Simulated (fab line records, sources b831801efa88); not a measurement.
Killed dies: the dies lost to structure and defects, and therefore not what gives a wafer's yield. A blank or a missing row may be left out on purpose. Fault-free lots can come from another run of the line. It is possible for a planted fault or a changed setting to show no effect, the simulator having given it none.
A struck lot beside a sound one    flow gf180mcu    15 steps out of a route of 602
Sound: these wafers, L290.1, L290.2, L290.4. Struck: wafer L296.1; the same lot's L296.4 was not struck, so it is left out; see the end for the cause.
At each step with rows: each side's tool, then ch and its chambers, then its first start. Under that, the readings that differ: sound wafers    struck wafers    difference of the means    sigmas: that difference in standard deviations of wafers without a fault.
alike: same words and numbers on both sides, and readings whose means sit less than 2 such deviations apart. not compared: any withheld reading, any reading some wafer has no value for, any bound like >300 that may hide the same value, and any number with overlapping values for which the record gives no deviation.
A row with sigmas, a row that says differs or no value, or rows on one side alone: a step with any of these is where the two part. Non-overlapping numbers with no deviation appear without sigmas and do not part them. A reading missing from all wafers of one side parts the sides only when that side holds two or more wafers.

GF_PSD_RS_MEAS_15: uses a four-point probe to measure.
  sound on filmMetro-01, day 14 01:05; struck on filmMetro-02, day 16 10:14
  alike: PSD_RS
GF_SAB_CVD_00: deposits SiO2 from TEOS, target thk 50 nm, time 4.9302 s.
  sound on pecvd-03 ch 0,1,2, day 14 01:12; struck on pecvd-04 ch 0, day 16 10:21
  alike: heaterPowerW, susceptorTempC
GF_SAB_THK_MEAS_01:
  sound on filmMetro-02, day 14 01:13; struck on filmMetro-03, day 16 10:22
  alike: SAB_CVD_00_THK
then, 7 steps without rows for these wafers: GF_SAB_DEHYDRATE_02 (time 60 s); GF_SAB_HMDS_03 (prime time 60 s); GF_SAB_COAT_04 (resist thk 1000 nm); GF_SAB_SOFTBAKE_05 (time 60 s); GF_SAB_EXPOSE_06 (exposes mask SAB, target cd 420 nm); GF_SAB_PEB_07; GF_SAB_DEVELOP_08 (develop time 60 s).
GF_SAB_CD_MEAS_09: the cd target is 420 nm.
  sound on cdSem-01, day 14 22:07; struck on cdSem-01, day 17 08:20
  alike: cdNm
GF_SAB_OVL_MEAS_10:
  sound on overlay-02, day 14 22:14; struck on overlay-02, day 17 08:28
  alike: SAB_OVL
GF_SAB_ETCH_11: etches SiO2 in C4F8/O2/Ar, target depth 55 nm, time 8.5 s.
  sound on rieDiel-04 ch 0,2,3, day 14 22:16; struck on rieDiel-04 ch 3, day 17 08:30
reading                        sound              struck  difference  sigmas
rfHoursCounterH (h)            49 6 2             50      +31         
model.etch.depthNm (nm)        55.77 55.44 54.59  64.78   +9.51       
model.SAB.featureDepthNm (nm)  55.77 55.44 54.59  64.78   +9.51       
  alike: oesProductAu
then, 1 step without rows for these wafers: GF_SAB_WET_ETCH_12 (etches SiO2 in dHF, target depth 22 nm, time 440 s).
-- the record jumps here: 13 days lie between the struck wafers' starts before and after (it left off in module SAB and takes up again in module PASSIVATION, whose first step shown is number 602 of the route) --
GF_PASSIVATION_PROBE_99:
  the record has rows for the struck wafers here (prober-02, day 30 18:37) and none for the sound ones

WHERE THEY PART
GF_PASSIVATION_PROBE_99 only, going by this record.

WHY: the cause the simulator had injected
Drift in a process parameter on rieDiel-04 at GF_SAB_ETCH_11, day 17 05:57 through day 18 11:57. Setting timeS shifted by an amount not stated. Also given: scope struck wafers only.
